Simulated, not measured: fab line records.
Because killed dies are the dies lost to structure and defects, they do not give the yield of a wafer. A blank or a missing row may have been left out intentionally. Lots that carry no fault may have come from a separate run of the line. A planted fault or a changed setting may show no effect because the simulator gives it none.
Matching of chambers + flow gf180mcu + pecvd-04 running GF_V3_CVD_02: 3 sister chambers
The step deposits SiO2 from TEOS, target thk 850 nm, time 94.851 s. 14 wafers are shown with their chamber, then 7 later ones without.

== WAFERS WITH THEIR CHAMBER ==
| wafer  | chamber | heater-power-w (W) |
|--------|---------|--------------------|
| L076.2 | 1       | 639                |
| L076.3 | 2       | 653                |
| L076.5 | 0       | 783                |
| L084.3 | 1       | 515                |
| L084.4 | 0       | 636                |
| L084.5 | 2       | 720                |
| L085.2 | 1       | 562                |
| L085.4 | 1       | 620                |
| L085.5 | 2       | 745                |
| L086.2 | 1       | 636                |
| L086.3 | 2       | 718                |
| L086.5 | 0       | 739                |
| L089.1 | 2       | 723                |
| L089.2 | 1       | 532                |

SIGNATURES, as means of the wafers listed above
| reading        | chamber 0 | chamber 1 | chamber 2 | scatter within a chamber |
|----------------|-----------|-----------|-----------|--------------------------|
| heater-power-w | 719.33    | 584.00    | 711.80    | 53.2                     |
Rule: a wafer lies at a distance from a chamber equal to the root of the sum of squares, over the readings, of (its reading less the chamber's mean, divided by the reading's scatter). The wafer belongs to the nearest chamber; if the next one is less than 2 further off, it can't be placed. The scatter: the root of (the sum of the squares of (reading less its chamber's mean) over the shown wafers, divided by (wafers less chambers)).

== WAFERS WHOSE CHAMBER IS MISSING ==
| wafer  | heater-power-w (W) |
|--------|--------------------|
| L089.5 | 761                |
| L093.3 | 650                |
| L093.4 | 641                |
| L093.5 | 802                |
| L096.4 | 644                |
| L096.5 | 660                |
| L096.6 | 610                |

== WHICH CHAMBER EACH ONE RAN IN ==
| wafer  | from the rows above          | in truth |
|--------|------------------------------|----------|
| L089.5 | can't be placed: 0 or 2      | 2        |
| L093.3 | can't be placed: 2 or 1 or 0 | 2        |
| L093.4 | can't be placed: 1 or 2 or 0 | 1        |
| L093.5 | can't be placed: 0 or 2      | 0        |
| L096.4 | can't be placed: 1 or 2 or 0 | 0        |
| L096.5 | can't be placed: 2 or 0 or 1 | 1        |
| L096.6 | can't be placed: 1 or 2 or 0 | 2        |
Correctly placed: 0 of 7. Cannot be placed on the basis of these rows: 7; the candidates contain the true chamber in 7. Placed wrongly: 0.
